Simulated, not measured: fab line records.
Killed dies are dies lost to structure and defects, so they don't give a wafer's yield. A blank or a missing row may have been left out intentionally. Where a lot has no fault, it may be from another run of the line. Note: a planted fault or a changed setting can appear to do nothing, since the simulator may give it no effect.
Matching of chambers | flow sfq_line | SFQ_TRILAYER_I2_VIA_BARC_OPEN_VIA_ETCH_096 on rie_diel-03: 4 sister chambers
The step etches BARC in O2, target depth 125 nm, time 41.7 s. 8 wafers are shown with their chamber, then 7 later ones without.

WAFERS WITH THEIR CHAMBER
wafer  | chamber | drypump_motor_current_A (A) | oes_product_au (a.u.)
L723.6 | 2       | 5.4                         | 0.683
L724.1 | 3       | 5.7                         | 0.682
L724.5 | 1       | 5.6                         | 0.684
L724.6 | 2       | 5.4                         | 0.687
L727.1 | 1       | 5.6                         | 0.687
L727.3 | 0       | 6.4                         | 0.687
L727.5 | 3       | 5.7                         | 0.683
L728.2 | 0       | 6.3                         | 0.681

WAFERS WITH NO CHAMBER GIVEN
wafer  | drypump_motor_current_A (A) | oes_product_au (a.u.)
L728.3 | 5.8                         | 0.688
L728.6 | 5.4                         | 0.688
L730.1 | 5.4                         | 0.684
L730.5 | 5.4                         | 0.684
L730.6 | 5.7                         | 0.677
L737.2 | 5.6                         | 0.681
L737.5 | 5.4                         | 0.681

THE CHAMBER EACH PASSED THROUGH
wafer  | from the rows above     | in truth
L728.3 | 3                       | 3
L728.6 | 2                       | 2
L730.1 | 2                       | 2
L730.5 | 2                       | 2
L730.6 | 3                       | 3
L737.2 | can't be placed: 1 or 3 | 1
L737.5 | 2                       | 2
6 of 7 placed correctly. From these rows, 1 cannot be placed; in 1 the true chamber is one of the candidates. 0 placed wrongly.
How it was worked out, from the rows above alone: a wafer's distance from a chamber is the root of the sum, over the readings, of the square of ((its reading less the chamber's mean) divided by the reading's scatter). If the next closest chamber is less than 2 further off than the closest, the wafer can't be placed; otherwise it belongs to the closest. For every chamber, the mean is computed from those of its wafers that are shown. The scatter: take each reading less its chamber's mean, square it, sum over the shown wafers, divide by the number of wafers less the number of chambers, and take the root.
